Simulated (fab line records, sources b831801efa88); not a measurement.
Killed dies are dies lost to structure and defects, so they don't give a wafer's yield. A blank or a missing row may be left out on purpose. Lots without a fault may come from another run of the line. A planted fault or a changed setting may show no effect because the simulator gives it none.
fab line records | flow sky130
record lots=12 wafers=36 last_day=49
route steps=708 shown FIELD_ISO@5 NWELL@73 LDD_P@262 PAD_OPEN@708
lots that met no fault: from a run of the same line without faults
start_h: hours from the record's first day to the start of the lot's first wafer shown | wait_h: hours since the lot's step before | " the same as in the row above | L1.1+2: a row that stands for several wafers | - no value, or no start given | * or withheld: withheld | < > ~ a bound
route shown NAME@n: a module of which the file shows steps, and the number in the route of the first | usual: mean/standard deviation of fault-free wafers | same: alike in all rows | chamber/n: place in a boat | sites: the reading at each site | _std_site: their standard deviation | _edge_site: outer sites' mean less inner sites' | radius_mm: how far each site lies from the wafer's centre | mask NAME#n: copy n | behind: the tool/chamber that last shaped the wafer | hold: why the lot was held/for how many hours/how that ended | device: the transistor (n, p or np) that didn't switch | end of line: the same wafers' tests at the end of the route | a step without rows: its recipe alone | killed: dies lost to structure and defects at the first sort, not the wafer's yield | map: a wafer's dies, x killed, . not, _ none there
set.NAME: the setting as run; set.NAME@STEP: as run at that earlier step | model.NAME: the simulator's own value behind a step, which no gauge read
steps of the route over a sample of lots; a table a step, a row a wafer
services: from which hour (start_h, from the record's first day; less than 0 if before it) a tool's chamber was out of use, for how many hours, and why
## steps
# step SKY_FIELD_ISO_THK_MEAS_04
# recipe reads=Si3N4_of_FIELD_ISO_CVD_03
# usual FIELD_ISO_CVD_03_THK=168.3/1.5
# columns lot.wafer tool chamber start_h wait_h FIELD_ISO_CVD_03_THK[nm]
L847.2 film_metro-03 - 13.49 0.0 169.4
L847.3 " - " " 167.8
L847.6 " - " " 168.5
L848.4 film_metro-02 - 20.89 0.0 168.1
L848.5 " - " " 167.8
L848.6 " - " " 169.0
L849.1 film_metro-03 - 24.01 0.0 167.1
L849.2 " - " " 168.6
L849.5 " - " " 168.3
L850.4 film_metro-02 - 30.88 0.0 168.0
L850.5 " - " " 168.0
L850.6 " - " " 167.6
L851.3 film_metro-02 - 34.20 0.0 170.0
L851.4 " - " " 168.7
L851.6 " - " " 168.4
L852.4 film_metro-04 - 39.93 0.0 167.3
L852.5 " - " " 167.4
L852.6 " - " " 167.8
L860.2 film_metro-02 - 81.53 0.0 166.0
L860.4 " - " " 164.4
L860.6 " - " " 165.5
L861.2 film_metro-03 - 84.84 0.0 170.0
L861.3 " - " " 170.7
L861.6 " - " " 170.3
L862.2 film_metro-03 - 91.44 0.0 169.1
L862.5 " - " " 168.6
L862.6 " - " " 167.6
L865.2 film_metro-02 - 103.77 0.0 169.0
L865.4 " - " " 168.7
L865.5 " - " " 168.8
L867.1 film_metro-03 - 115.90 0.0 167.5
L867.2 " - " " 168.0
L867.3 " - " " 167.8
L868.1 film_metro-04 - 120.79 0.0 170.4
L868.5 " - " " 170.7
L868.6 " - " " 168.8
# step SKY_FIELD_ISO_THK_MEAS_23
# recipe reads=SiO2_of_FIELD_ISO_OXIDATION_22
# usual FIELD_ISO_OXIDATION_01_THK=10.02/0.15
# columns lot.wafer tool chamber start_h wait_h FIELD_ISO_OXIDATION_01_THK[nm]
L847.2 film_metro-03 - 29.91 0.0 10.17
L847.3 " - " " 9.88
L847.6 " - " " 10.07
L848.4 film_metro-04 - 39.26 0.0 10.03
L848.5 " - " " 9.97
L848.6 " - " " 9.87
L849.1 film_metro-03 - 42.94 0.0 9.89
L849.2 " - " " 10.08
L849.5 " - " " 10.08
L850.4 film_metro-02 - 49.24 0.0 9.90
L850.5 " - " " 10.03
L850.6 " - " " 9.96
L851.3 film_metro-04 - 52.10 0.0 9.98
L851.4 " - " " 9.81
L851.6 " - " " 9.97
L852.4 film_metro-02 - 57.98 0.0 10.29
L852.5 " - " " 10.28
L852.6 " - " " 10.18
L860.2 film_metro-03 - 100.41 0.0 9.58
L860.4 " - " " 9.65
L860.6 " - " " 9.73
L861.2 film_metro-03 - 104.40 0.0 10.17
L861.3 " - " " 10.33
L861.6 " - " " 10.38
L862.2 film_metro-04 - 112.62 0.0 10.24
L862.5 " - " " 9.95
L862.6 " - " " 10.14
L865.2 film_metro-03 - 126.86 0.0 10.21
L865.4 " - " " 10.12
L865.5 " - " " 10.28
L867.1 film_metro-04 - 136.53 0.0 10.12
L867.2 " - " " 10.26
L867.3 " - " " 10.08
L868.1 film_metro-03 - 142.09 0.0 10.08
L868.5 " - " " 10.11
L868.6 " - " " 10.15
# step SKY_NWELL_EXPOSE_20
# recipe mask_id=NWM_COMPLEMENT na=0.6 source_shape=conventional sigma_outer=0.6 polarization=unpolarized target_cd_nm=840 dose_mj=260
# same sigma_outer=0.6
# columns lot.wafer tool chamber start_h wait_h mask
L847.2+3+6 iline_stepper-01 0 93.12 - NWM_COMPLEMENT#0
L848.4+5+6 iline_stepper-02 0 104.70 - NWM_COMPLEMENT#0
L849.1+2+5 iline_stepper-02 0 109.08 - NWM_COMPLEMENT#0
L850.4+5+6 iline_stepper-01 0 114.32 - NWM_COMPLEMENT#0
L851.3+4+6 iline_stepper-01 0 118.72 - NWM_COMPLEMENT#0
L852.4+5+6 iline_stepper-02 0 124.12 - PWDEM#0
L860.2+4+6 iline_stepper-01 0 170.75 - NWM_COMPLEMENT#0
L861.2+3+6 iline_stepper-02 0 175.27 - NWM_COMPLEMENT#0
L862.2+5+6 iline_stepper-02 0 188.75 - NWM_COMPLEMENT#0
L865.2+4+5 iline_stepper-02 0 203.98 - NWM_COMPLEMENT#0
L867.1+2+3 iline_stepper-02 0 213.11 - NWM_COMPLEMENT#0
L868.1+5+6 iline_stepper-01 0 220.29 - NWM_COMPLEMENT#0
# step SKY_NWELL_OVL_MEAS_23
# usual NWELL_01_OVL=-0.2/1.5
# columns lot.wafer tool chamber start_h wait_h NWELL_01_OVL[nm]
L847.2 overlay-02 - 101.37 - -0.7
L847.3 " - " " 0.3
L847.6 " - " " -2.3
L848.4 overlay-02 - 113.53 - 0.1
L848.5 " - " " 2.0
L848.6 " - " " 0.4
L849.1 overlay-02 - 117.42 - 0.1
L849.2 " - " " 1.4
L849.5 " - " " 1.9
L850.4 overlay-01 - 122.88 - -0.5
L850.5 " - " " -0.1
L850.6 " - " " 0.6
L851.3 overlay-01 - 127.49 - -1.3
L851.4 " - " " -0.4
L851.6 " - " " -0.7
L852.4 overlay-02 - 133.05 - -
L852.5 " - " " -
L852.6 " - " " -
L860.2 overlay-01 - 180.72 - -1.2
L860.4 " - " " -4.1
L860.6 " - " " -2.9
L861.2 overlay-01 - 185.27 - -1.8
L861.3 " - " " -1.5
L861.6 " - " " -0.9
L862.2 overlay-01 - 199.09 - 0.8
L862.5 " - " " -1.8
L862.6 " - " " -2.8
L865.2 overlay-01 - 214.57 - 0.9
L865.4 " - " " 0.1
L865.5 " - " " 0.4
L867.1 overlay-02 - 223.83 - 0.1
L867.2 " - " " 1.4
L867.3 " - " " 2.0
L868.1 overlay-02 - 231.48 - -2.0
L868.5 " - " " -0.6
L868.6 " - " " -1.0
# step SKY_NWELL_TW_MEAS_26
# usual NWELL_2_TW=501/4
# columns lot.wafer tool chamber start_h wait_h hold NWELL_2_TW
L847.2 film_metro-01 - 101.66 0.1 - 497
L847.3 " - " " - 496
L847.6 " - " " - 494
L848.4 film_metro-04 - 113.83 0.1 - 499
L848.5 " - " " - 499
L848.6 " - " " - 497
L849.1 film_metro-04 - 117.70 0.1 - 493
L849.2 " - " " - 499
L849.5 " - " " - 499
L850.4 film_metro-03 - 123.18 0.1 - 504
L850.5 " - " " - 504
L850.6 " - " " - 504
L851.3 film_metro-03 - 127.79 0.1 - 507
L851.4 " - " " - 504
L851.6 " - " " - 506
L852.4 film_metro-03 - 133.35 0.1 await_dispo/0.2h/release 30
L852.5 " - " " await_dispo/0.2h/release 30
L852.6 " - " " await_dispo/0.2h/release 30
L852.4 film_metro-03 - 133.58 0.2 - 30
L852.5 " - " " - 30
L852.6 " - " " - 30
L860.2 film_metro-03 - 181.01 0.1 - 507
L860.4 " - " " - 506
L860.6 " - " " - 507
L861.2 film_metro-01 - 185.56 0.1 - 505
L861.3 " - " " - 504
L861.6 " - " " - 501
L862.2 film_metro-04 - 199.38 0.1 - 496
L862.5 " - " " - 498
L862.6 " - " " - 498
L865.2 film_metro-03 - 214.86 0.1 - 506
L865.4 " - " " - 505
L865.5 " - " " - 506
L867.1 film_metro-03 - 224.12 0.1 - 508
L867.2 " - " " - 507
L867.3 " - " " - 509
L868.1 film_metro-04 - 231.76 0.1 - 497
L868.5 " - " " - 499
L868.6 " - " " - 500
# step SKY_LDD_P_CD_MEAS_07
# recipe target_cd_nm=380
# usual cd_nm=380.3/2.1
# columns lot.wafer tool chamber start_h wait_h cd_nm
L847.2 cd_sem-02 - 421.03 0.1 377.9
L847.3 " - " " 379.3
L847.6 " - " " 378.7
L848.4 cd_sem-01 - 441.79 0.1 381.4
L848.5 " - " " 380.1
L848.6 " - " " 380.6
L849.1 cd_sem-02 - 445.13 0.1 379.3
L849.2 " - " " 380.2
L849.5 " - " " 379.7
L850.4 cd_sem-02 - 459.72 0.1 381.1
L850.5 " - " " 380.2
L850.6 " - " " 379.6
L851.3 cd_sem-02 - 473.82 0.1 379.8
L851.4 " - " " 377.8
L851.6 " - " " 377.3
L860.2 cd_sem-02 - 552.08 0.1 379.9
L860.4 " - " " 380.7
L860.6 " - " " 379.5
L861.2 cd_sem-02 - 553.35 0.1 378.8
L861.3 " - " " 380.3
L861.6 " - " " 377.5
L862.2 cd_sem-01 - 576.55 0.1 384.1
L862.5 " - " " 383.8
L862.6 " - " " 384.1
L865.2 cd_sem-02 - 597.55 0.1 380.8
L865.4 " - " " 382.4
L865.5 " - " " 380.6
L867.1 cd_sem-01 - 608.21 0.1 381.7
L867.2 " - " " 381.7
L867.3 " - " " 382.0
L868.1 cd_sem-02 - 614.98 0.1 380.9
L868.5 " - " " 379.0
L868.6 " - " " 379.9
# step SKY_PAD_OPEN_PROBE_99
# usual defect_limited_yield=82.1/1.8 killed_at_M0_to_M3=45/6.9 killed_at_M4_up=3.2/1.8 killed_at_contacts=25/5.3 killed_at_front_end=16/4.3 killed_at_other=0.2/0.52 killed_dies=88/8.7 killed_open=48/6.5 killed_short=40/6 sort_bin_3_pad_short=0.9/0.4 sort_bin_5_function=10.8/1.5 sort_bin_6_memory=6.3/1 sort_n_pass=404/8.7 sort_yield_pct=82.1/1.8
# same gross_dies=492 killed_at_back_side=0 sort_bin_4_leakage[%]=0 sort_bin_8_speed[%]=0
# columns lot.wafer tool chamber start_h wait_h defect_limited_yield[%] killed_at_M0_to_M3 killed_at_M4_up killed_at_contacts killed_at_front_end killed_at_other killed_dies killed_open killed_short sort_bin_3_pad_short[%] sort_bin_5_function[%] sort_bin_6_memory[%] sort_n_pass sort_yield_pct[%]
L868.1 prober-02 - 1187.01 0.1 86.0 29 4 24 12 0 69 45 24 0.4 8.3 5.3 423 86.0
L868.5 prober-02 - 1187.21 0.2 83.5 44 2 23 12 0 81 46 35 1.0 10.6 4.9 411 83.5
L868.6 prober-02 - 1187.26 0.2 82.3 42 3 26 16 0 87 48 39 1.2 10.0 6.5 405 82.3
# killed by level:class
L868.1 CONTACT:geometric_particle:open=12 VIA1:geometric_particle:open=8 LI_CONTACT:geometric_particle:open=5 VIA3:geometric_particle:open=5 FIELD_ISO:geometric_particle:open=4 CONTACT:geometric_particle:short=4 METAL1:geometric_particle:short=3 POLY_GATE:geometric_particle:open=3
L868.5 VIA1:geometric_particle:open=14 METAL1:geometric_particle:short=6 LI_CONTACT:geometric_particle:open=6 LOCAL_INTERCONNECT:geometric_particle:short=6 CONTACT:geometric_particle:open=6 VIA3:geometric_particle:open=6 VIA1:geometric_particle:short=5 METAL2:geometric_particle:short=5
L868.6 CONTACT:geometric_particle:open=10 VIA3:geometric_particle:open=10 VIA2:geometric_particle:open=7 LI_CONTACT:geometric_particle:open=7 POLY_GATE:geometric_particle:short=5 VIA1:geometric_particle:open=5 METAL2:geometric_particle:short=5 FIELD_ISO:geometric_particle:short=4
## services
# columns tool chamber start_h hours kind
iline_stepper-01 - 96.10 1.7 pm
iline_stepper-01 0 96.84 - calibration
iline_stepper-02 - 132.33 2.1 pm
iline_stepper-02 - 134.42 - consumable_replace:lamp
iline_stepper-02 - 134.42 1.7 pm
iline_stepper-02 - 196.11 2.3 repair
iline_stepper-02 0 215.20 - calibration
## key
first_sign step=SKY_NWELL_EXPOSE_20 reading=mask direction=changed
effect step=SKY_NWELL_OVL_MEAS_23 reading=NWELL_01_OVL direction=missing
effect step=SKY_NWELL_TW_MEAS_26 reading=visit direction=added
effect step=SKY_NWELL_TW_MEAS_26 reading=NWELL_2_TW direction=down sigmas=99+ usual=501 struck=30
met_at SKY_NWELL_EXPOSE_20
struck_lots L852
scrapped_behind SKY_NWELL_TW_MEAS_26 L852.4,L852.5,L852.6
not_acting_at SKY_FIELD_ISO_THK_MEAS_04,SKY_FIELD_ISO_THK_MEAS_23,SKY_LDD_P_CD_MEAS_07
onset_between 109.08 124.12
fault kind=wrong_mask tool=any chamber=- onset_h=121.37 steps=SKY_NWELL_EXPOSE_20 aux_copy=PWDEM#0 scope=struck_lots_only
